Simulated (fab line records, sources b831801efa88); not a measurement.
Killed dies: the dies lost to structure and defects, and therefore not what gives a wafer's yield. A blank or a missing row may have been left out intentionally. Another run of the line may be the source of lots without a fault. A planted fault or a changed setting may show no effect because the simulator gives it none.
Chamber matching | flow sky130 | 4 sister chambers for SKY_LI_CONTACT_ETCH_14 on rie-diel-04
The step etches BARC in N2/H2, stops on SiO2, time 45.9 s, target depth 60 nm. 14 wafers are shown with their chamber, then 7 later ones without.

## EACH WAFER AND ITS CHAMBER
wafer  | chamber | drypump-motor-current-A (A) | throttle-valve-pct (%) | oes-product-au (a.u.)
L077.1 | 2       | 4.9                         | 13.223                 | 0.850
L077.2 | 0       | 6.2                         | 13.227                 | 0.858
L077.6 | 2       | 4.9                         | 13.243                 | 0.855
L079.4 | 3       | 6.3                         | 13.240                 | 0.858
L079.5 | 2       | 4.9                         | 13.219                 | 0.857
L079.6 | 1       | 5.8                         | 13.218                 | 0.859
L086.2 | 2       | 4.8                         | 13.223                 | 0.847
L086.4 | 2       | 4.9                         | 13.236                 | 0.849
L086.6 | 3       | 6.3                         | 13.236                 | 0.865
L090.2 | 3       | 6.3                         | 13.223                 | 0.859
L090.4 | 3       | 6.3                         | 13.233                 | 0.858
L090.5 | 2       | 4.9                         | 13.217                 | 0.861
L093.1 | 1       | 5.9                         | 13.217                 | 0.849
L093.3 | 2       | 4.9                         | 13.227                 | 0.853

SIGNATURES (means of the wafers above)
reading                 | chamber 0 | chamber 1 | chamber 2 | chamber 3 | scatter within a chamber
drypump-motor-current-A | 6.200     | 5.850     | 4.886     | 6.300     | 0.0368
throttle-valve-pct      | 13.22700  | 13.21750  | 13.22686  | 13.23300  | 0.00831
oes-product-au          | 0.85800   | 0.85400   | 0.85314   | 0.86000   | 0.00478
Rule: a wafer's distance from a chamber is the root of the sum, over the readings, of the square of ((its reading less the chamber's mean) divided by the reading's scatter). The wafer belongs to the nearest chamber; if the next one is less than 2 further off, it can't be placed. The scatter: take each reading less its chamber's mean, square it, sum over the shown wafers, divide by the number of wafers less the number of chambers, and take the root.

## WAFERS WITHOUT THEIR CHAMBER
wafer  | drypump-motor-current-A (A) | throttle-valve-pct (%) | oes-product-au (a.u.)
L093.6 | 4.9                         | 13.225                 | 0.856
L094.1 | 6.3                         | 13.233                 | 0.859
L094.2 | 5.9                         | 13.216                 | 0.855
L094.3 | 6.3                         | 13.230                 | 0.857
L097.2 | 5.9                         | 13.202                 | 0.855
L097.3 | 4.8                         | 13.231                 | 0.848
L097.6 | 5.9                         | 13.216                 | 0.853

## CHAMBER TAKEN BY EACH
wafer  | from the rows above | in truth
L093.6 | 2                   | 2
L094.1 | 3                   | 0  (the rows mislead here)
L094.2 | 1                   | 1
L094.3 | 3                   | 3
L097.2 | 1                   | 1
L097.3 | 2                   | 2
L097.6 | 1                   | 1
Placed correctly: 6 of 7. Number that these rows cannot place: 0. Placed wrongly: 1.
